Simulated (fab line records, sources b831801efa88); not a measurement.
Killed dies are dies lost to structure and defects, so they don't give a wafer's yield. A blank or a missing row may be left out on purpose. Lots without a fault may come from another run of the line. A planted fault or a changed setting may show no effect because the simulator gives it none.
Which tool did it? | flow sky130 | 7 lots, 21 wafers sampled, at 1 step of a route of 708

WHAT THE GAUGES READ, wafer by wafer
SKY_LOCAL_INTERCONNECT_CD_MEAS_11: target cd 170 nm.
lot  | measured     | on        | cd_nm (nm)
L452 | day 31 11:15 | cd_sem-01 | 169.4 170.9 170.6
L454 | day 32 02:06 | cd_sem-01 | 172.3 172.6 172.7
L456 | day 32 13:42 | cd_sem-01 | 169.4 169.0 169.5
L459 | day 33 17:18 | cd_sem-02 | 171.7 171.3 171.5
L461 | day 34 10:35 | cd_sem-01 | 171.4 170.8 171.0
L470 | day 36 23:30 | cd_sem-02 | 169.7 172.7 170.9
L471 | day 37 17:43 | cd_sem-01 | 170.6 171.0 171.5

WHICH TOOL RAN EACH LOT (tool, then ch and the chambers of the sampled wafers, then the start)
The record holds no process step before these readings.

THE ANSWER, worked out from the rows above alone
Rule: what is usual is taken from the lots themselves. Put in order of their means at a reading, lots are off if they are a third of the lots or fewer, leave a main group of 4 or more, and stand apart from it by a gap of 3 or more times the standard deviation of the main group's means; of several such gaps the widest counts. A main group whose means are all the same, to the digits that the tables above print for the reading, isn't used. A lot without any number at a reading at which 4 lots or more have one is off too. The other lots that the step has rows for count as sound.
No lot is off at any reading shown: from this, nothing can be told.

WHAT THE SIMULATOR HAD PUT IN
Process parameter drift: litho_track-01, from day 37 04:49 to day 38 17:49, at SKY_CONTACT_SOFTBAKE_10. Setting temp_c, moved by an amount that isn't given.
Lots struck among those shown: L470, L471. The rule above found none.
